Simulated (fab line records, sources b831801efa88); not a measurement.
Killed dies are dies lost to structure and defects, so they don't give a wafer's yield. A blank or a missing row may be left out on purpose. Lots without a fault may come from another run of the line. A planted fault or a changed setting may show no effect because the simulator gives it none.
Which tool did it? | flow sky130 | 24 lots, 72 wafers sampled, at 1 step of a route of 708

WHAT THE GAUGES READ, wafer by wafer
SKY_SONOS_ONO_OVL_MEAS_14.
lot  | measured     | on         | SONOS_ONO_OVL (nm)
L074 | day 12 13:58 | overlay-01 | 2.0 1.8 0.6
L075 | day 13 00:24 | overlay-01 | 0.7 0.8 1.0
L076 | day 13 10:34 | overlay-01 | -0.1 0.2 1.3
L077 | day 13 18:15 | overlay-02 | 2.2 3.1 2.0
L078 | day 13 22:33 | overlay-02 | 1.3 -1.0 1.1
L079 | day 14 04:20 | overlay-01 | 1.2 2.0 0.4
L080 | day 14 19:51 | overlay-01 | 0.3 0.2 -1.2
L081 | day 15 06:50 | overlay-02 | 1.5 2.9 0.8
L082 | day 15 07:08 | overlay-01 | 1.3 -0.9 0.8
L083 | day 15 12:11 | overlay-01 | 0.7 1.6 0.0
L084 | day 16 00:20 | overlay-01 | 0.6 0.5 1.9
L085 | day 16 04:11 | overlay-01 | 3.2 1.5 1.8
L086 | day 16 18:40 | overlay-01 | -1.2 2.1 0.5
L087 | day 17 05:04 | overlay-01 | -0.2 2.3 1.1
L088 | day 17 09:56 | overlay-02 | 2.1 2.4 1.3
L089 | day 17 15:11 | overlay-02 | 0.5 0.7 1.1
L090 | day 18 00:19 | overlay-01 | 1.3 1.0 -0.7
L091 | day 18 09:28 | overlay-01 | 2.5 1.8 0.9
L092 | day 19 05:05 | overlay-02 | 1.5 1.9 3.2
L093 | day 19 12:59 | overlay-02 | 0.8 1.0 1.8
L094 | day 19 16:05 | overlay-02 | 2.2 2.0 1.4
L095 | day 19 21:02 | overlay-02 | -0.8 -1.9 -1.7
L096 | day 20 06:54 | overlay-01 | -0.1 0.1 -0.8
L097 | day 20 14:43 | overlay-01 | 0.0 3.9 1.1

WHICH TOOL RAN EACH LOT (tool, then ch and the chambers of the sampled wafers, then the start)
The record holds no process step before these readings.

WHAT THE TOOLS THEMSELVES READ (means of the sampled wafers that have a number; where no wafer has one, the mark that the record gives instead)
The record holds no such reading with a usual standard deviation.

THE ANSWER, worked out from the rows above alone
Rule: what is usual is taken from the lots themselves. Put in order of their means at a reading, lots are off if they are a third of the lots or fewer, leave a main group of 4 or more, and stand apart from it by a gap of 3 or more times the standard deviation of the main group's means; of several such gaps the widest counts. A main group whose means are all the same, to the digits that the tables above print for the reading, isn't used. A lot without any number at a reading at which 4 lots or more have one is off too. The other lots that the step has rows for count as sound. The gauges are gone through in route order, then the tools' own readings, and for those a lot's mean is taken as printed above. The first step at which some lot is off is used, and at that step the reading that is off furthest; a lot without a number counts as furthest.
No lot is off at any reading shown: from this, nothing can be told.

WHAT THE SIMULATOR HAD PUT IN
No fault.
